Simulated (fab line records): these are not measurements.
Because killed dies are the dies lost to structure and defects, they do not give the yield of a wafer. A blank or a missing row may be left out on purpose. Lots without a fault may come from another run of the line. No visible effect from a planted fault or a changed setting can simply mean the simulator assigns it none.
What tool caused it? :: flow sky130 :: Sampling: 12 lots, 36 wafers, 5 of 708 route steps

WHAT THE GAUGES READ, wafer by wafer
SKY_RES_PROTECT_TW_MEAS_08. Usual: POLY_GATE_TW typically reads 4014, with standard deviation 44.
lot: L162
measured: day 16 04:47
on: film-metro-01
POLY_GATE_TW: 4081 4054 4081
flag: 

lot: L163
measured: day 16 10:23
on: film-metro-02
POLY_GATE_TW: 3993 4020 4000
flag: 

lot: L164
measured: day 16 17:46
on: film-metro-01
POLY_GATE_TW: 4074 4103 4080
flag: 

lot: L165
measured: day 17 02:07
on: film-metro-02
POLY_GATE_TW: 3997 3992 3982
flag: 

lot: L166
measured: day 17 08:38
on: film-metro-02
POLY_GATE_TW: 3970 3979 3993
flag: 

lot: L168
measured: day 18 07:17
on: film-metro-04
POLY_GATE_TW: 3982 3956 3967
flag: 

lot: L170
measured: day 19 01:32
on: film-metro-02
POLY_GATE_TW: 3974 3975 3968
flag: 

lot: L173
measured: day 19 22:14
on: film-metro-02
POLY_GATE_TW: 4007 3979 3997
flag: 

lot: L176
measured: day 21 11:10
on: film-metro-01
POLY_GATE_TW: 4078 4058 4046
flag: 

lot: L178
measured: day 21 17:41
on: film-metro-04
POLY_GATE_TW: 3991 4007 3973
flag: 

lot: L179
measured: day 22 01:38
on: film-metro-01
POLY_GATE_TW: 4055 4064 4069
flag: 

lot: L183
measured: day 23 09:53
on: film-metro-01
POLY_GATE_TW: 4101 4106 4081
flag: 

SKY_POLY_GATE_CD_MEAS_13: target cd 150 nm. Usual: 149.7 nm for cd-nm, sd 1.5.
lot: L162
measured: day 17 12:07
on: cd-sem-02
cd-nm (nm): 148.2 147.9 146.7
flag: 

lot: L163
measured: day 17 17:19
on: cd-sem-02
cd-nm (nm): 150.8 148.5 150.3
flag: 

lot: L164
measured: day 18 00:55
on: cd-sem-02
cd-nm (nm): 149.9 149.0 148.9
flag: 

lot: L165
measured: day 18 09:10
on: cd-sem-02
cd-nm (nm): 148.0 149.5 150.1
flag: 

lot: L166
measured: day 18 16:25
on: cd-sem-02
cd-nm (nm): 148.9 147.5 148.1
flag: 

lot: L168
measured: day 19 16:11
on: cd-sem-02
cd-nm (nm): 151.6 151.9 150.5
flag: 

lot: L170
measured: day 20 11:18
on: cd-sem-01
cd-nm (nm): 149.9 150.5 149.7
flag: 

lot: L173
measured: day 21 07:07
on: cd-sem-02
cd-nm (nm): 149.9 148.9 149.6
flag: 

lot: L176
measured: day 22 19:58
on: cd-sem-02
cd-nm (nm): 150.8 150.6 151.9
flag: 

lot: L178
measured: day 23 02:08
on: cd-sem-02
cd-nm (nm): 150.3 148.5 148.0
flag: 

lot: L179
measured: day 23 11:23
on: cd-sem-02
cd-nm (nm): 147.2 147.8 147.1
flag: 

lot: L183
measured: day 24 17:47
on: cd-sem-01
cd-nm (nm): 150.5 149.6 149.6
flag: 

SKY_LDD_N_OVL_MEAS_07. Usual: LDD_N_OVL typically reads 0.3 nm, with standard deviation 1.4.
lot: L162
measured: day 18 20:29
on: overlay-02
LDD_N_OVL (nm): 2.3 4.7 4.6
flag: 

lot: L163
measured: day 19 02:52
on: overlay-02
LDD_N_OVL (nm): -0.1 1.2 -0.3
flag: 

lot: L164
measured: day 19 09:56
on: overlay-02
LDD_N_OVL (nm): 2.4 1.0 0.7
flag: 

lot: L165
measured: day 19 17:53
on: overlay-02
LDD_N_OVL (nm): 0.0 -1.2 0.5
flag: 

lot: L166
measured: day 20 01:17
on: overlay-02
LDD_N_OVL (nm): -0.4 1.0 -0.3
flag: 

lot: L168
measured: day 21 00:28
on: overlay-02
LDD_N_OVL (nm): 1.5 1.5 0.8
flag: 

lot: L170
measured: day 21 20:44
on: overlay-02
LDD_N_OVL (nm): 2.6 1.0 2.5
flag: 

lot: L173
measured: day 22 15:22
on: overlay-02
LDD_N_OVL (nm): -0.2 -0.8 -1.9
flag: 

lot: L176
measured: day 24 04:10
on: overlay-01
LDD_N_OVL (nm): -58.9 -57.7 -58.0
flag: OFF

lot: L178
measured: day 24 11:02
on: overlay-01
LDD_N_OVL (nm): -58.7 -57.8 -58.4
flag: OFF

lot: L179
measured: day 24 20:23
on: overlay-01
LDD_N_OVL (nm): -59.0 -59.8 -57.6
flag: OFF

lot: L183
measured: day 26 02:52
on: overlay-01
LDD_N_OVL (nm): -59.0 -60.2 -59.3
flag: OFF

WHICH TOOL RAN EACH LOT (tool, then ch and the chambers of the sampled wafers, then the start)
lot: L162
SKY_RES_PROTECT_STRIP_07: plasma-asher-04 ch 0,1, day 16 04:41
SKY_LDD_N_EXPOSE_04: iline-stepper-02 ch 0, day 18 05:59

lot: L163
SKY_RES_PROTECT_STRIP_07: plasma-asher-01 ch 0,1, day 16 10:17
SKY_LDD_N_EXPOSE_04: iline-stepper-02 ch 0, day 18 11:59

lot: L164
SKY_RES_PROTECT_STRIP_07: plasma-asher-04 ch 0,1, day 16 17:40
SKY_LDD_N_EXPOSE_04: iline-stepper-01 ch 0, day 18 18:47

lot: L165
SKY_RES_PROTECT_STRIP_07: plasma-asher-02 ch 1, day 17 02:01
SKY_LDD_N_EXPOSE_04: iline-stepper-01 ch 0, day 19 02:50

lot: L166
SKY_RES_PROTECT_STRIP_07: plasma-asher-04 ch 0,1, day 17 08:32
SKY_LDD_N_EXPOSE_04: iline-stepper-01 ch 0, day 19 09:25

lot: L168
SKY_RES_PROTECT_STRIP_07: plasma-asher-01 ch 0,1, day 18 07:11
SKY_LDD_N_EXPOSE_04: iline-stepper-02 ch 0, day 20 09:54

lot: L170
SKY_RES_PROTECT_STRIP_07: plasma-asher-01 ch 0,1, day 19 01:26
SKY_LDD_N_EXPOSE_04: iline-stepper-01 ch 0, day 21 05:10

lot: L173
SKY_RES_PROTECT_STRIP_07: plasma-asher-04 ch 0,1, day 19 22:08
SKY_LDD_N_EXPOSE_04: iline-stepper-01 ch 0, day 22 00:11

lot: L176
SKY_RES_PROTECT_STRIP_07: plasma-asher-01 ch 0,1, day 21 11:04
SKY_LDD_N_EXPOSE_04: iline-stepper-02 ch 0, day 23 13:18

lot: L178
SKY_RES_PROTECT_STRIP_07: plasma-asher-02 ch 0,1, day 21 17:35
SKY_LDD_N_EXPOSE_04: iline-stepper-02 ch 0, day 23 19:36

lot: L179
SKY_RES_PROTECT_STRIP_07: plasma-asher-02 ch 0,1, day 22 01:32
SKY_LDD_N_EXPOSE_04: iline-stepper-02 ch 0, day 24 05:05

lot: L183
SKY_RES_PROTECT_STRIP_07: plasma-asher-04 ch 0,1, day 23 09:47
SKY_LDD_N_EXPOSE_04: iline-stepper-02 ch 0, day 25 10:49
- SKY_RES_PROTECT_STRIP_07: strips in O2/N2.
- SKY_LDD_N_EXPOSE_04: exposes mask NTM, target cd 840 nm.

AS READ BY THE TOOLS THEMSELVES (means over the sampled wafers that have a number; for cases with no such wafer, the mark the record gives instead)
SKY_RES_PROTECT_STRIP_07. Usual: drypump-motor-current-A 5.60 A, standard deviation 0.22; oes-product-au 0.518 a.u., standard deviation 0.0041; strip-time-to-endpoint-s 23.31 s, standard deviation 0.035.
lot: L162
tool: plasma-asher-04
drypump-motor-current-A (A): 5.78
oes-product-au (a.u.): 0.521
strip-time-to-endpoint-s (s): 23.33
flag: 

lot: L163
tool: plasma-asher-01
drypump-motor-current-A (A): 5.54
oes-product-au (a.u.): 0.517
strip-time-to-endpoint-s (s): 23.23
flag: 

lot: L164
tool: plasma-asher-04
drypump-motor-current-A (A): 5.84
oes-product-au (a.u.): 0.520
strip-time-to-endpoint-s (s): 23.34
flag: 

lot: L165
tool: plasma-asher-02
drypump-motor-current-A (A): 5.24
oes-product-au (a.u.): 0.517
strip-time-to-endpoint-s (s): 23.34
flag: 

lot: L166
tool: plasma-asher-04
drypump-motor-current-A (A): 5.78
oes-product-au (a.u.): 0.515
strip-time-to-endpoint-s (s): 23.28
flag: 

lot: L168
tool: plasma-asher-01
drypump-motor-current-A (A): 5.50
oes-product-au (a.u.): 0.518
strip-time-to-endpoint-s (s): 23.27
flag: 

lot: L170
tool: plasma-asher-01
drypump-motor-current-A (A): 5.53
oes-product-au (a.u.): 0.520
strip-time-to-endpoint-s (s): 23.29
flag: 

lot: L173
tool: plasma-asher-04
drypump-motor-current-A (A): 5.76
oes-product-au (a.u.): 0.518
strip-time-to-endpoint-s (s): 23.30
flag: 

lot: L176
tool: plasma-asher-01
drypump-motor-current-A (A): 5.49
oes-product-au (a.u.): 0.520
strip-time-to-endpoint-s (s): 23.30
flag: 

lot: L178
tool: plasma-asher-02
drypump-motor-current-A (A): 5.38
oes-product-au (a.u.): 0.516
strip-time-to-endpoint-s (s): 23.32
flag: 

lot: L179
tool: plasma-asher-02
drypump-motor-current-A (A): 5.41
oes-product-au (a.u.): 0.522
strip-time-to-endpoint-s (s): 23.32
flag: 

lot: L183
tool: plasma-asher-04
drypump-motor-current-A (A): 5.75
oes-product-au (a.u.): 0.520
strip-time-to-endpoint-s (s): 23.31
flag: 

SKY_LDD_N_EXPOSE_04. Usual: stage-vel-mm-s 499.98 mm/s, standard deviation 0.26.
lot: L162
tool: iline-stepper-02
stage-vel-mm-s (mm/s): 500.09
flag: 

lot: L163
tool: iline-stepper-02
stage-vel-mm-s (mm/s): 500.13
flag: 

lot: L164
tool: iline-stepper-01
stage-vel-mm-s (mm/s): 499.93
flag: 

lot: L165
tool: iline-stepper-01
stage-vel-mm-s (mm/s): 499.77
flag: 

lot: L166
tool: iline-stepper-01
stage-vel-mm-s (mm/s): 500.26
flag: 

lot: L168
tool: iline-stepper-02
stage-vel-mm-s (mm/s): 500.15
flag: 

lot: L170
tool: iline-stepper-01
stage-vel-mm-s (mm/s): 499.92
flag: 

lot: L173
tool: iline-stepper-01
stage-vel-mm-s (mm/s): 500.16
flag: 

lot: L176
tool: iline-stepper-02
stage-vel-mm-s (mm/s): 500.08
flag: 

lot: L178
tool: iline-stepper-02
stage-vel-mm-s (mm/s): 500.10
flag: 

lot: L179
tool: iline-stepper-02
stage-vel-mm-s (mm/s): 499.82
flag: 

lot: L183
tool: iline-stepper-02
stage-vel-mm-s (mm/s): 500.09
flag: 

THE ANSWER, worked out from the rows above alone
Rule: take the mean of a lot's wafers that have a number; if it is more than 3 standard deviations from the usual mean, the lot is off. Also off: a lot with no number at a reading for which 4 or more lots have one. All remaining lots with rows at the step are treated as sound. The gauges are gone through in route order, then the tools' own readings, and for those a lot's mean is taken as printed above. The first step at which some lot is off is used, and at that step the reading that is off furthest; a lot without a number counts as furthest.
Off: L176, L178, L179, L183, seen at SKY_LDD_N_OVL_MEAS_07 (LDD_N_OVL).
If a tool, at a process step before that reading, ran all the lots that are off and no sound lot after the first of them, it fits. Gauges at SKY_LDD_N_OVL_MEAS_07: tried the same way as those tools. Undecided on this evidence; 2 tools fit (iline-stepper-02 at SKY_LDD_N_EXPOSE_04, overlay-01 at SKY_LDD_N_OVL_MEAS_07).

WHAT THE SIMULATOR HAD PUT IN
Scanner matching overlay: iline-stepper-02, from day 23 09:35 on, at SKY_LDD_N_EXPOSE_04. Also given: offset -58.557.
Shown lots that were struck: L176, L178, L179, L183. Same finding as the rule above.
